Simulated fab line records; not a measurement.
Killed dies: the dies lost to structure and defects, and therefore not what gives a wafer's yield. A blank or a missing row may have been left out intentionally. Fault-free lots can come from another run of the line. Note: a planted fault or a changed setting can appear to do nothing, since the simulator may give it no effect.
Which of the tools did it? || flow gf180mcu || 72 wafers from 24 lots sampled at 5 of the route's 602 steps

## WHAT EACH GAUGE READ, for each wafer
GF_M2_OVL_MEAS_15. Usual: M2_OVL -1 nm, standard deviation 5.1.
{"lot": "L074", "measured": "day 19 01:58", "on": "overlay-01", "M2_OVL (nm)": "3 10 2", "flag": ""}
{"lot": "L075", "measured": "day 19 12:47", "on": "overlay-02", "M2_OVL (nm)": "1 3 0", "flag": ""}
{"lot": "L076", "measured": "day 19 23:08", "on": "overlay-02", "M2_OVL (nm)": "-2 -6 -3", "flag": ""}
{"lot": "L077", "measured": "day 20 13:28", "on": "overlay-02", "M2_OVL (nm)": "8 -2 -1", "flag": ""}
{"lot": "L078", "measured": "day 20 22:02", "on": "overlay-01", "M2_OVL (nm)": "-6 -2 -5", "flag": ""}
{"lot": "L079", "measured": "day 21 03:25", "on": "overlay-01", "M2_OVL (nm)": "1 -7 -3", "flag": ""}
{"lot": "L080", "measured": "day 21 12:52", "on": "overlay-01", "M2_OVL (nm)": "1 -2 -5", "flag": ""}
{"lot": "L081", "measured": "day 21 22:44", "on": "overlay-02", "M2_OVL (nm)": "-1 -3 4", "flag": ""}
{"lot": "L082", "measured": "day 22 08:14", "on": "overlay-01", "M2_OVL (nm)": "-9 -7 -9", "flag": ""}
{"lot": "L083", "measured": "day 22 15:19", "on": "overlay-02", "M2_OVL (nm)": "3 -1 5", "flag": ""}
{"lot": "L084", "measured": "day 23 01:31", "on": "overlay-02", "M2_OVL (nm)": "-3 -5 2", "flag": ""}
{"lot": "L085", "measured": "day 23 12:23", "on": "overlay-01", "M2_OVL (nm)": "-4 -1 0", "flag": ""}
{"lot": "L086", "measured": "day 23 16:29", "on": "overlay-01", "M2_OVL (nm)": "-7 -14 -5", "flag": ""}
{"lot": "L087", "measured": "day 23 23:01", "on": "overlay-02", "M2_OVL (nm)": "0 -6 0", "flag": ""}
{"lot": "L088", "measured": "day 24 08:52", "on": "overlay-02", "M2_OVL (nm)": "3 -4 0", "flag": ""}
{"lot": "L089", "measured": "day 24 17:19", "on": "overlay-02", "M2_OVL (nm)": "-4 -4 -4", "flag": ""}
{"lot": "L090", "measured": "day 25 01:04", "on": "overlay-01", "M2_OVL (nm)": "3 4 7", "flag": ""}
{"lot": "L091", "measured": "day 25 09:14", "on": "overlay-02", "M2_OVL (nm)": "-11 -4 -2", "flag": ""}
{"lot": "L092", "measured": "day 25 20:59", "on": "overlay-01", "M2_OVL (nm)": "-1 4 2", "flag": ""}
{"lot": "L093", "measured": "day 25 21:20", "on": "overlay-01", "M2_OVL (nm)": "-4 7 -1", "flag": ""}
{"lot": "L094", "measured": "day 26 03:49", "on": "overlay-02", "M2_OVL (nm)": "-2 -8 -6", "flag": ""}
{"lot": "L095", "measured": "day 26 13:16", "on": "overlay-02", "M2_OVL (nm)": "7 4 11", "flag": ""}
{"lot": "L096", "measured": "day 26 17:47", "on": "overlay-01", "M2_OVL (nm)": "5 -1 2", "flag": ""}
{"lot": "L097", "measured": "day 27 02:01", "on": "overlay-01", "M2_OVL (nm)": "2 6 -5", "flag": ""}

GF_V3_THK_MEAS_25: measures by xrf. Usual: V3_W_THK 355 nm, standard deviation 5.3.
{"lot": "L074", "measured": "day 22 07:59", "on": "filmMetro-03", "V3_W_THK (nm)": "364 361 362", "flag": ""}
{"lot": "L075", "measured": "day 22 19:08", "on": "filmMetro-03", "V3_W_THK (nm)": "349 353 349", "flag": ""}
{"lot": "L076", "measured": "day 23 03:51", "on": "filmMetro-03", "V3_W_THK (nm)": "355 352 357", "flag": ""}
{"lot": "L077", "measured": "day 23 18:05", "on": "filmMetro-03", "V3_W_THK (nm)": "354 347 353", "flag": ""}
{"lot": "L078", "measured": "day 24 01:17", "on": "filmMetro-01", "V3_W_THK (nm)": "356 362 360", "flag": ""}
{"lot": "L079", "measured": "day 24 06:21", "on": "filmMetro-01", "V3_W_THK (nm)": "357 356 351", "flag": ""}
{"lot": "L080", "measured": "day 24 14:53", "on": "filmMetro-04", "V3_W_THK (nm)": "351 355 352", "flag": ""}
{"lot": "L081", "measured": "day 25 00:54", "on": "filmMetro-03", "V3_W_THK (nm)": "348 351 351", "flag": ""}
{"lot": "L082", "measured": "day 25 09:08", "on": "filmMetro-03", "V3_W_THK (nm)": "346 353 345", "flag": ""}
{"lot": "L083", "measured": "day 25 14:46", "on": "filmMetro-03", "V3_W_THK (nm)": "346 348 346", "flag": ""}
{"lot": "L084", "measured": "day 26 02:05", "on": "filmMetro-04", "V3_W_THK (nm)": "348 350 355", "flag": ""}
{"lot": "L085", "measured": "day 26 11:11", "on": "filmMetro-03", "V3_W_THK (nm)": "348 348 343", "flag": ""}
{"lot": "L086", "measured": "day 26 14:35", "on": "filmMetro-03", "V3_W_THK (nm)": "352 352 352", "flag": ""}
{"lot": "L087", "measured": "day 26 20:48", "on": "filmMetro-04", "V3_W_THK (nm)": "362 357 358", "flag": ""}
{"lot": "L088", "measured": "day 27 06:12", "on": "filmMetro-03", "V3_W_THK (nm)": "352 354 355", "flag": ""}
{"lot": "L089", "measured": "day 27 13:27", "on": "filmMetro-03", "V3_W_THK (nm)": "359 356 358", "flag": ""}
{"lot": "L090", "measured": "day 27 20:46", "on": "filmMetro-03", "V3_W_THK (nm)": "354 356 351", "flag": ""}
{"lot": "L091", "measured": "day 28 04:42", "on": "filmMetro-01", "V3_W_THK (nm)": "355 359 352", "flag": ""}
{"lot": "L092", "measured": "day 28 17:15", "on": "filmMetro-01", "V3_W_THK (nm)": "366 366 365", "flag": ""}
{"lot": "L093", "measured": "day 28 16:28", "on": "filmMetro-04", "V3_W_THK (nm)": "350 355 355", "flag": ""}
{"lot": "L094", "measured": "day 28 21:32", "on": "filmMetro-01", "V3_W_THK (nm)": "363 368 365", "flag": ""}
{"lot": "L095", "measured": "day 29 06:03", "on": "filmMetro-01", "V3_W_THK (nm)": "351 356 360", "flag": ""}
{"lot": "L096", "measured": "day 29 10:49", "on": "filmMetro-01", "V3_W_THK (nm)": "360 364 364", "flag": ""}
{"lot": "L097", "measured": "day 29 18:11", "on": "filmMetro-03", "V3_W_THK (nm)": "351 354 354", "flag": ""}

## TOOL THAT RAN EACH LOT (tool first, then ch and the chambers of the sampled wafers, then the start)
{"lot": "L074", "GF_MVPSD_STRIP_10": "plasmaAsher-04 ch 0,1, day 5 01:56", "GF_CONTACT_STRIP_18": "plasmaAsher-02 ch 0,1, day 15 23:31", "GF_V2_CMP_26": "cmp-02 ch 0,1,2, day 20 04:52"}
{"lot": "L075", "GF_MVPSD_STRIP_10": "plasmaAsher-02 ch 0,1, day 5 06:37", "GF_CONTACT_STRIP_18": "plasmaAsher-03 ch 0,1, day 16 09:42", "GF_V2_CMP_26": "cmp-01 ch 1,2,3, day 20 16:05"}
{"lot": "L076", "GF_MVPSD_STRIP_10": "plasmaAsher-02 ch 1, day 5 11:02", "GF_CONTACT_STRIP_18": "plasmaAsher-04 ch 0,1, day 16 19:49", "GF_V2_CMP_26": "cmp-01 ch 1,2,3, day 21 02:22"}
{"lot": "L077", "GF_MVPSD_STRIP_10": "plasmaAsher-02 ch 1, day 5 18:17", "GF_CONTACT_STRIP_18": "plasmaAsher-03 ch 0,1, day 17 07:49", "GF_V2_CMP_26": "cmp-01 ch 0,2,3, day 21 16:10"}
{"lot": "L078", "GF_MVPSD_STRIP_10": "plasmaAsher-04 ch 0,1, day 6 01:10", "GF_CONTACT_STRIP_18": "plasmaAsher-03 ch 0,1, day 17 16:39", "GF_V2_CMP_26": "cmp-01 ch 0,1, day 22 00:31"}
{"lot": "L079", "GF_MVPSD_STRIP_10": "plasmaAsher-03 ch 0,1, day 6 06:17", "GF_CONTACT_STRIP_18": "plasmaAsher-04 ch 1, day 17 23:01", "GF_V2_CMP_26": "cmp-02 ch 0,2, day 22 06:04"}
{"lot": "L080", "GF_MVPSD_STRIP_10": "plasmaAsher-02 ch 0,1, day 6 12:56", "GF_CONTACT_STRIP_18": "plasmaAsher-04 ch 0,1, day 18 06:25", "GF_V2_CMP_26": "cmp-02 ch 2,3, day 22 15:03"}
{"lot": "L081", "GF_MVPSD_STRIP_10": "plasmaAsher-03 ch 0, day 6 17:50", "GF_CONTACT_STRIP_18": "plasmaAsher-04 ch 0,1, day 18 16:37", "GF_V2_CMP_26": "cmp-02 ch 0,1,2, day 23 01:27"}
{"lot": "L082", "GF_MVPSD_STRIP_10": "plasmaAsher-02 ch 0,1, day 7 00:25", "GF_CONTACT_STRIP_18": "plasmaAsher-04 ch 0,1, day 19 02:31", "GF_V2_CMP_26": "cmp-01 ch 0,1,3, day 23 09:57"}
{"lot": "L083", "GF_MVPSD_STRIP_10": "plasmaAsher-02 ch 0,1, day 7 07:17", "GF_CONTACT_STRIP_18": "plasmaAsher-02 ch 0,1, day 19 09:33", "GF_V2_CMP_26": "cmp-02 ch 0,1,2, day 23 16:15"}
{"lot": "L084", "GF_MVPSD_STRIP_10": "plasmaAsher-02 ch 0,1, day 7 13:20", "GF_CONTACT_STRIP_18": "plasmaAsher-03 ch 0,1, day 19 21:57", "GF_V2_CMP_26": "cmp-02 ch 0,2,3, day 24 03:51"}
{"lot": "L085", "GF_MVPSD_STRIP_10": "plasmaAsher-02 ch 0,1, day 7 18:40", "GF_CONTACT_STRIP_18": "plasmaAsher-02 ch 0,1, day 20 09:14", "GF_V2_CMP_26": "cmp-01 ch 0,1,3, day 24 13:21"}
{"lot": "L086", "GF_MVPSD_STRIP_10": "plasmaAsher-04 ch 0,1, day 7 22:47", "GF_CONTACT_STRIP_18": "plasmaAsher-04 ch 0,1, day 20 13:40", "GF_V2_CMP_26": "cmp-01 ch 0,1,2, day 24 17:01"}
{"lot": "L087", "GF_MVPSD_STRIP_10": "plasmaAsher-02 ch 0,1, day 8 05:35", "GF_CONTACT_STRIP_18": "plasmaAsher-04 ch 0,1, day 20 20:25", "GF_V2_CMP_26": "cmp-02 ch 2,3, day 24 23:26"}
{"lot": "L088", "GF_MVPSD_STRIP_10": "plasmaAsher-02 ch 0,1, day 8 11:50", "GF_CONTACT_STRIP_18": "plasmaAsher-04 ch 0,1, day 21 07:28", "GF_V2_CMP_26": "cmp-01 ch 0,1,2, day 25 09:44"}
{"lot": "L089", "GF_MVPSD_STRIP_10": "plasmaAsher-02 ch 0,1, day 8 17:56", "GF_CONTACT_STRIP_18": "plasmaAsher-04 ch 0,1, day 21 16:25", "GF_V2_CMP_26": "cmp-01 ch 0,1,2, day 25 17:48"}
{"lot": "L090", "GF_MVPSD_STRIP_10": "plasmaAsher-02 ch 0,1, day 9 02:41", "GF_CONTACT_STRIP_18": "plasmaAsher-03 ch 0, day 22 00:57", "GF_V2_CMP_26": "cmp-01 ch 0,1,3, day 26 00:50"}
{"lot": "L091", "GF_MVPSD_STRIP_10": "plasmaAsher-04 ch 0,1, day 9 07:34", "GF_CONTACT_STRIP_18": "plasmaAsher-02 ch 0,1, day 22 09:18", "GF_V2_CMP_26": "cmp-01 ch 1,2,3, day 26 09:09"}
{"lot": "L092", "GF_MVPSD_STRIP_10": "plasmaAsher-02 ch 0,1, day 9 14:47", "GF_CONTACT_STRIP_18": "plasmaAsher-04 ch 1, day 22 22:00", "GF_V2_CMP_26": "cmp-01 ch 0,1,2, day 26 21:22"}
{"lot": "L093", "GF_MVPSD_STRIP_10": "plasmaAsher-04 ch 0,1, day 9 18:47", "GF_CONTACT_STRIP_18": "plasmaAsher-04 ch 0, day 22 23:31", "GF_V2_CMP_26": "cmp-02 ch 0,1, day 26 20:54"}
{"lot": "L094", "GF_MVPSD_STRIP_10": "plasmaAsher-02 ch 0,1, day 9 23:08", "GF_CONTACT_STRIP_18": "plasmaAsher-04 ch 0,1, day 23 06:38", "GF_V2_CMP_26": "cmp-01 ch 1,2, day 27 03:54"}
{"lot": "L095", "GF_MVPSD_STRIP_10": "plasmaAsher-02 ch 1, day 10 06:50", "GF_CONTACT_STRIP_18": "plasmaAsher-03 ch 0,1, day 23 16:34", "GF_V2_CMP_26": "cmp-02 ch 0,2,3, day 27 12:08"}
{"lot": "L096", "GF_MVPSD_STRIP_10": "plasmaAsher-04 ch 0,1, day 10 12:01", "GF_CONTACT_STRIP_18": "plasmaAsher-03 ch 0,1, day 23 21:09", "GF_V2_CMP_26": "cmp-01 ch 0,2,3, day 27 16:25"}
{"lot": "L097", "GF_MVPSD_STRIP_10": "plasmaAsher-02 ch 0,1, day 10 17:53", "GF_CONTACT_STRIP_18": "plasmaAsher-04 ch 0,1, day 24 05:40", "GF_V2_CMP_26": "cmp-02 ch 0,2,3, day 28 00:34"}
- GF_MVPSD_STRIP_10: strips in O2/N2.
- GF_CONTACT_STRIP_18: strips in O2/N2.
- GF_V2_CMP_26: polishes, stops on SiO2, t overpolish 15 s, target thk 0 nm.

## AS READ BY THE TOOLS THEMSELVES (means over the sampled wafers that have a number; for cases with no such wafer, the mark the record gives instead)
GF_MVPSD_STRIP_10. Usual: chamberPressureMTorr 1499.9 mTorr, standard deviation 1.4; drypumpMotorCurrentA 5.96 A, standard deviation 0.18; heaterPowerW 358 W, standard deviation 26; oesProductAu 0.722 a.u., standard deviation 0.0045; stripTimeToEndpointS 36.95 s, standard deviation 0.11.
{"lot": "L074", "tool": "plasmaAsher-04", "chamberPressureMTorr (mTorr)": 1499.0, "drypumpMotorCurrentA (A)": 5.92, "heaterPowerW (W)": 380, "oesProductAu (a.u.)": 0.723, "stripTimeToEndpointS (s)": 36.75, "flag": ""}
{"lot": "L075", "tool": "plasmaAsher-02", "chamberPressureMTorr (mTorr)": 1500.0, "drypumpMotorCurrentA (A)": 5.98, "heaterPowerW (W)": 356, "oesProductAu (a.u.)": 0.721, "stripTimeToEndpointS (s)": 36.92, "flag": ""}
{"lot": "L076", "tool": "plasmaAsher-02", "chamberPressureMTorr (mTorr)": 1500.6, "drypumpMotorCurrentA (A)": 6.10, "heaterPowerW (W)": 372, "oesProductAu (a.u.)": 0.717, "stripTimeToEndpointS (s)": 37.04, "flag": ""}
{"lot": "L077", "tool": "plasmaAsher-02", "chamberPressureMTorr (mTorr)": 1500.7, "drypumpMotorCurrentA (A)": 6.11, "heaterPowerW (W)": 378, "oesProductAu (a.u.)": 0.724, "stripTimeToEndpointS (s)": 36.95, "flag": ""}
{"lot": "L078", "tool": "plasmaAsher-04", "chamberPressureMTorr (mTorr)": 1499.6, "drypumpMotorCurrentA (A)": 5.90, "heaterPowerW (W)": 358, "oesProductAu (a.u.)": 0.723, "stripTimeToEndpointS (s)": 36.94, "flag": ""}
{"lot": "L079", "tool": "plasmaAsher-03", "chamberPressureMTorr (mTorr)": 1498.6, "drypumpMotorCurrentA (A)": 5.73, "heaterPowerW (W)": 319, "oesProductAu (a.u.)": 0.721, "stripTimeToEndpointS (s)": 36.87, "flag": ""}
{"lot": "L080", "tool": "plasmaAsher-02", "chamberPressureMTorr (mTorr)": 1501.0, "drypumpMotorCurrentA (A)": 5.99, "heaterPowerW (W)": 352, "oesProductAu (a.u.)": 0.724, "stripTimeToEndpointS (s)": 36.83, "flag": ""}
{"lot": "L081", "tool": "plasmaAsher-03", "chamberPressureMTorr (mTorr)": 1500.8, "drypumpMotorCurrentA (A)": 6.00, "heaterPowerW (W)": 327, "oesProductAu (a.u.)": 0.720, "stripTimeToEndpointS (s)": 37.04, "flag": ""}
{"lot": "L082", "tool": "plasmaAsher-02", "chamberPressureMTorr (mTorr)": 1500.3, "drypumpMotorCurrentA (A)": 5.99, "heaterPowerW (W)": 349, "oesProductAu (a.u.)": 0.725, "stripTimeToEndpointS (s)": 37.04, "flag": ""}
{"lot": "L083", "tool": "plasmaAsher-02", "chamberPressureMTorr (mTorr)": 1499.5, "drypumpMotorCurrentA (A)": 5.98, "heaterPowerW (W)": 356, "oesProductAu (a.u.)": 0.724, "stripTimeToEndpointS (s)": 36.94, "flag": ""}
{"lot": "L084", "tool": "plasmaAsher-02", "chamberPressureMTorr (mTorr)": 1500.5, "drypumpMotorCurrentA (A)": 6.05, "heaterPowerW (W)": 364, "oesProductAu (a.u.)": 0.723, "stripTimeToEndpointS (s)": 36.97, "flag": ""}
{"lot": "L085", "tool": "plasmaAsher-02", "chamberPressureMTorr (mTorr)": 1501.4, "drypumpMotorCurrentA (A)": 6.05, "heaterPowerW (W)": 363, "oesProductAu (a.u.)": 0.720, "stripTimeToEndpointS (s)": 36.80, "flag": ""}
{"lot": "L086", "tool": "plasmaAsher-04", "chamberPressureMTorr (mTorr)": 1501.7, "drypumpMotorCurrentA (A)": 5.93, "heaterPowerW (W)": 381, "oesProductAu (a.u.)": 0.718, "stripTimeToEndpointS (s)": 36.88, "flag": ""}
{"lot": "L087", "tool": "plasmaAsher-02", "chamberPressureMTorr (mTorr)": 1499.3, "drypumpMotorCurrentA (A)": 6.04, "heaterPowerW (W)": 364, "oesProductAu (a.u.)": 0.721, "stripTimeToEndpointS (s)": 36.99, "flag": ""}
{"lot": "L088", "tool": "plasmaAsher-02", "chamberPressureMTorr (mTorr)": 1499.3, "drypumpMotorCurrentA (A)": 6.05, "heaterPowerW (W)": 364, "oesProductAu (a.u.)": 0.724, "stripTimeToEndpointS (s)": 37.00, "flag": ""}
{"lot": "L089", "tool": "plasmaAsher-02", "chamberPressureMTorr (mTorr)": 1499.9, "drypumpMotorCurrentA (A)": 5.99, "heaterPowerW (W)": 353, "oesProductAu (a.u.)": 0.727, "stripTimeToEndpointS (s)": 37.01, "flag": ""}
{"lot": "L090", "tool": "plasmaAsher-02", "chamberPressureMTorr (mTorr)": 1500.1, "drypumpMotorCurrentA (A)": 6.04, "heaterPowerW (W)": 364, "oesProductAu (a.u.)": 0.723, "stripTimeToEndpointS (s)": 37.11, "flag": ""}
{"lot": "L091", "tool": "plasmaAsher-04", "chamberPressureMTorr (mTorr)": 1499.8, "drypumpMotorCurrentA (A)": 5.94, "heaterPowerW (W)": 378, "oesProductAu (a.u.)": 0.724, "stripTimeToEndpointS (s)": 37.03, "flag": ""}
{"lot": "L092", "tool": "plasmaAsher-02", "chamberPressureMTorr (mTorr)": 1500.2, "drypumpMotorCurrentA (A)": 5.98, "heaterPowerW (W)": 356, "oesProductAu (a.u.)": 0.720, "stripTimeToEndpointS (s)": 36.88, "flag": ""}
{"lot": "L093", "tool": "plasmaAsher-04", "chamberPressureMTorr (mTorr)": 1499.2, "drypumpMotorCurrentA (A)": 5.90, "heaterPowerW (W)": 367, "oesProductAu (a.u.)": 0.723, "stripTimeToEndpointS (s)": 36.97, "flag": ""}
{"lot": "L094", "tool": "plasmaAsher-02", "chamberPressureMTorr (mTorr)": 1498.8, "drypumpMotorCurrentA (A)": 5.98, "heaterPowerW (W)": 349, "oesProductAu (a.u.)": 0.719, "stripTimeToEndpointS (s)": 37.07, "flag": ""}
{"lot": "L095", "tool": "plasmaAsher-02", "chamberPressureMTorr (mTorr)": 1499.2, "drypumpMotorCurrentA (A)": 6.13, "heaterPowerW (W)": 377, "oesProductAu (a.u.)": 0.724, "stripTimeToEndpointS (s)": 37.13, "flag": ""}
{"lot": "L096", "tool": "plasmaAsher-04", "chamberPressureMTorr (mTorr)": 1499.9, "drypumpMotorCurrentA (A)": 5.92, "heaterPowerW (W)": 378, "oesProductAu (a.u.)": 0.721, "stripTimeToEndpointS (s)": 36.97, "flag": ""}
{"lot": "L097", "tool": "plasmaAsher-02", "chamberPressureMTorr (mTorr)": 1500.1, "drypumpMotorCurrentA (A)": 5.98, "heaterPowerW (W)": 356, "oesProductAu (a.u.)": 0.717, "stripTimeToEndpointS (s)": 36.96, "flag": ""}

GF_CONTACT_STRIP_18. Usual: chamberPressureMTorr 1500.0 mTorr, standard deviation 1.3; drypumpMotorCurrentA 5.85 A, standard deviation 0.25; heaterPowerW 354 W, standard deviation 37; oesProductAu 0.580 a.u., standard deviation 0.0047.
{"lot": "L074", "tool": "plasmaAsher-02", "chamberPressureMTorr (mTorr)": 1499.4, "drypumpMotorCurrentA (A)": 5.97, "heaterPowerW (W)": 360, "oesProductAu (a.u.)": 0.584, "flag": ""}
{"lot": "L075", "tool": "plasmaAsher-03", "chamberPressureMTorr (mTorr)": 1499.8, "drypumpMotorCurrentA (A)": 5.78, "heaterPowerW (W)": 315, "oesProductAu (a.u.)": 0.583, "flag": ""}
{"lot": "L076", "tool": "plasmaAsher-04", "chamberPressureMTorr (mTorr)": 1501.5, "drypumpMotorCurrentA (A)": 5.88, "heaterPowerW (W)": 361, "oesProductAu (a.u.)": 0.577, "flag": ""}
{"lot": "L077", "tool": "plasmaAsher-03", "chamberPressureMTorr (mTorr)": 1499.3, "drypumpMotorCurrentA (A)": 5.50, "heaterPowerW (W)": 303, "oesProductAu (a.u.)": 0.581, "flag": ""}
{"lot": "L078", "tool": "plasmaAsher-03", "chamberPressureMTorr (mTorr)": 1501.7, "drypumpMotorCurrentA (A)": 5.51, "heaterPowerW (W)": 308, "oesProductAu (a.u.)": 0.579, "flag": ""}
{"lot": "L079", "tool": "plasmaAsher-04", "chamberPressureMTorr (mTorr)": 1500.0, "drypumpMotorCurrentA (A)": 5.95, "heaterPowerW (W)": 397, "oesProductAu (a.u.)": 0.580, "flag": ""}
{"lot": "L080", "tool": "plasmaAsher-04", "chamberPressureMTorr (mTorr)": 1501.7, "drypumpMotorCurrentA (A)": 5.94, "heaterPowerW (W)": 383, "oesProductAu (a.u.)": 0.579, "flag": ""}
{"lot": "L081", "tool": "plasmaAsher-04", "chamberPressureMTorr (mTorr)": 1500.6, "drypumpMotorCurrentA (A)": 5.89, "heaterPowerW (W)": 359, "oesProductAu (a.u.)": 0.579, "flag": ""}
{"lot": "L082", "tool": "plasmaAsher-04", "chamberPressureMTorr (mTorr)": 1500.0, "drypumpMotorCurrentA (A)": 5.93, "heaterPowerW (W)": 383, "oesProductAu (a.u.)": 0.583, "flag": ""}
{"lot": "L083", "tool": "plasmaAsher-02", "chamberPressureMTorr (mTorr)": 1499.1, "drypumpMotorCurrentA (A)": 6.04, "heaterPowerW (W)": 364, "oesProductAu (a.u.)": 0.584, "flag": ""}
{"lot": "L084", "tool": "plasmaAsher-03", "chamberPressureMTorr (mTorr)": 1498.7, "drypumpMotorCurrentA (A)": 5.76, "heaterPowerW (W)": 327, "oesProductAu (a.u.)": 0.578, "flag": ""}
{"lot": "L085", "tool": "plasmaAsher-02", "chamberPressureMTorr (mTorr)": 1501.1, "drypumpMotorCurrentA (A)": 5.97, "heaterPowerW (W)": 353, "oesProductAu (a.u.)": 0.580, "flag": ""}
{"lot": "L086", "tool": "plasmaAsher-04", "chamberPressureMTorr (mTorr)": 1500.6, "drypumpMotorCurrentA (A)": 5.91, "heaterPowerW (W)": 367, "oesProductAu (a.u.)": 0.586, "flag": ""}
{"lot": "L087", "tool": "plasmaAsher-04", "chamberPressureMTorr (mTorr)": 1499.9, "drypumpMotorCurrentA (A)": 5.90, "heaterPowerW (W)": 360, "oesProductAu (a.u.)": 0.585, "flag": ""}
{"lot": "L088", "tool": "plasmaAsher-04", "chamberPressureMTorr (mTorr)": 1499.5, "drypumpMotorCurrentA (A)": 5.90, "heaterPowerW (W)": 362, "oesProductAu (a.u.)": 0.580, "flag": ""}
{"lot": "L089", "tool": "plasmaAsher-04", "chamberPressureMTorr (mTorr)": 1501.0, "drypumpMotorCurrentA (A)": 5.91, "heaterPowerW (W)": 377, "oesProductAu (a.u.)": 0.580, "flag": ""}
{"lot": "L090", "tool": "plasmaAsher-03", "chamberPressureMTorr (mTorr)": 1499.7, "drypumpMotorCurrentA (A)": 5.99, "heaterPowerW (W)": 349, "oesProductAu (a.u.)": 0.581, "flag": ""}
{"lot": "L091", "tool": "plasmaAsher-02", "chamberPressureMTorr (mTorr)": 1500.3, "drypumpMotorCurrentA (A)": 6.05, "heaterPowerW (W)": 365, "oesProductAu (a.u.)": 0.577, "flag": ""}
{"lot": "L092", "tool": "plasmaAsher-04", "chamberPressureMTorr (mTorr)": 1499.6, "drypumpMotorCurrentA (A)": 5.98, "heaterPowerW (W)": 404, "oesProductAu (a.u.)": 0.583, "flag": ""}
{"lot": "L093", "tool": "plasmaAsher-04", "chamberPressureMTorr (mTorr)": 1499.8, "drypumpMotorCurrentA (A)": 5.89, "heaterPowerW (W)": 344, "oesProductAu (a.u.)": 0.580, "flag": ""}
{"lot": "L094", "tool": "plasmaAsher-04", "chamberPressureMTorr (mTorr)": 1500.4, "drypumpMotorCurrentA (A)": 5.92, "heaterPowerW (W)": 377, "oesProductAu (a.u.)": 0.576, "flag": ""}
{"lot": "L095", "tool": "plasmaAsher-03", "chamberPressureMTorr (mTorr)": 1501.0, "drypumpMotorCurrentA (A)": 5.72, "heaterPowerW (W)": 326, "oesProductAu (a.u.)": 0.578, "flag": ""}
{"lot": "L096", "tool": "plasmaAsher-03", "chamberPressureMTorr (mTorr)": 1500.9, "drypumpMotorCurrentA (A)": 5.49, "heaterPowerW (W)": 304, "oesProductAu (a.u.)": 0.579, "flag": ""}
{"lot": "L097", "tool": "plasmaAsher-04", "chamberPressureMTorr (mTorr)": 1498.9, "drypumpMotorCurrentA (A)": 5.89, "heaterPowerW (W)": 368, "oesProductAu (a.u.)": 0.578, "flag": ""}

GF_V2_CMP_26. Usual: motorCurrentA 11.0 A, standard deviation 1.5; overpolishRunS 15.000 s, standard deviation 0.0088; timeToEndpointS 84.3 s, standard deviation 2.8.
{"lot": "L074", "tool": "cmp-02", "motorCurrentA (A)": 12.3, "overpolishRunS (s)": 14.992, "timeToEndpointS (s)": 81.8, "flag": ""}
{"lot": "L075", "tool": "cmp-01", "motorCurrentA (A)": 10.6, "overpolishRunS (s)": 15.007, "timeToEndpointS (s)": 86.1, "flag": ""}
{"lot": "L076", "tool": "cmp-01", "motorCurrentA (A)": 10.3, "overpolishRunS (s)": 14.996, "timeToEndpointS (s)": 85.1, "flag": ""}
{"lot": "L077", "tool": "cmp-01", "motorCurrentA (A)": 10.1, "overpolishRunS (s)": 15.001, "timeToEndpointS (s)": 86.4, "flag": ""}
{"lot": "L078", "tool": "cmp-01", "motorCurrentA (A)": 10.4, "overpolishRunS (s)": 15.003, "timeToEndpointS (s)": 83.7, "flag": ""}
{"lot": "L079", "tool": "cmp-02", "motorCurrentA (A)": 10.5, "overpolishRunS (s)": 15.002, "timeToEndpointS (s)": 83.2, "flag": ""}
{"lot": "L080", "tool": "cmp-02", "motorCurrentA (A)": 11.5, "overpolishRunS (s)": 15.006, "timeToEndpointS (s)": 83.3, "flag": ""}
{"lot": "L081", "tool": "cmp-02", "motorCurrentA (A)": 11.4, "overpolishRunS (s)": 14.996, "timeToEndpointS (s)": 80.7, "flag": ""}
{"lot": "L082", "tool": "cmp-01", "motorCurrentA (A)": 10.4, "overpolishRunS (s)": 14.998, "timeToEndpointS (s)": 83.2, "flag": ""}
{"lot": "L083", "tool": "cmp-02", "motorCurrentA (A)": 11.5, "overpolishRunS (s)": 14.998, "timeToEndpointS (s)": 84.1, "flag": ""}
{"lot": "L084", "tool": "cmp-02", "motorCurrentA (A)": 11.3, "overpolishRunS (s)": 14.997, "timeToEndpointS (s)": 85.8, "flag": ""}
{"lot": "L085", "tool": "cmp-01", "motorCurrentA (A)": 10.8, "overpolishRunS (s)": 15.000, "timeToEndpointS (s)": 81.1, "flag": ""}
{"lot": "L086", "tool": "cmp-01", "motorCurrentA (A)": 10.5, "overpolishRunS (s)": 14.994, "timeToEndpointS (s)": 84.7, "flag": ""}
{"lot": "L087", "tool": "cmp-02", "motorCurrentA (A)": 11.3, "overpolishRunS (s)": 14.998, "timeToEndpointS (s)": 84.9, "flag": ""}
{"lot": "L088", "tool": "cmp-01", "motorCurrentA (A)": 10.6, "overpolishRunS (s)": 14.997, "timeToEndpointS (s)": 85.0, "flag": ""}
{"lot": "L089", "tool": "cmp-01", "motorCurrentA (A)": 10.6, "overpolishRunS (s)": 15.004, "timeToEndpointS (s)": 80.9, "flag": ""}
{"lot": "L090", "tool": "cmp-01", "motorCurrentA (A)": 10.2, "overpolishRunS (s)": 15.008, "timeToEndpointS (s)": 84.9, "flag": ""}
{"lot": "L091", "tool": "cmp-01", "motorCurrentA (A)": 10.5, "overpolishRunS (s)": 14.998, "timeToEndpointS (s)": 80.3, "flag": ""}
{"lot": "L092", "tool": "cmp-01", "motorCurrentA (A)": 10.3, "overpolishRunS (s)": 15.001, "timeToEndpointS (s)": 81.0, "flag": ""}
{"lot": "L093", "tool": "cmp-02", "motorCurrentA (A)": 11.7, "overpolishRunS (s)": 15.002, "timeToEndpointS (s)": 88.5, "flag": ""}
{"lot": "L094", "tool": "cmp-01", "motorCurrentA (A)": 10.7, "overpolishRunS (s)": 15.000, "timeToEndpointS (s)": 84.4, "flag": ""}
{"lot": "L095", "tool": "cmp-02", "motorCurrentA (A)": 11.2, "overpolishRunS (s)": 15.002, "timeToEndpointS (s)": 87.8, "flag": ""}
{"lot": "L096", "tool": "cmp-01", "motorCurrentA (A)": 9.9, "overpolishRunS (s)": 15.002, "timeToEndpointS (s)": 84.5, "flag": ""}
{"lot": "L097", "tool": "cmp-02", "motorCurrentA (A)": 11.0, "overpolishRunS (s)": 14.999, "timeToEndpointS (s)": 87.4, "flag": ""}

## THE ANSWER, worked out from the rows above alone
Rule: a lot counts as off when the mean over its wafers that have a number is more than 3 standard deviations away from the usual mean. Also off: a lot with no number at a reading for which 4 or more lots have one. All remaining lots with rows at the step are treated as sound. First the gauges in route order, then the tools' own readings, where a lot's mean is used as printed above. The first step at which some lot is off is used, and at that step the reading that is off furthest; a lot without a number counts as furthest.
Nothing can be told from this: no lot is off at any reading shown.

## WHAT WAS PUT IN BY THE SIMULATOR
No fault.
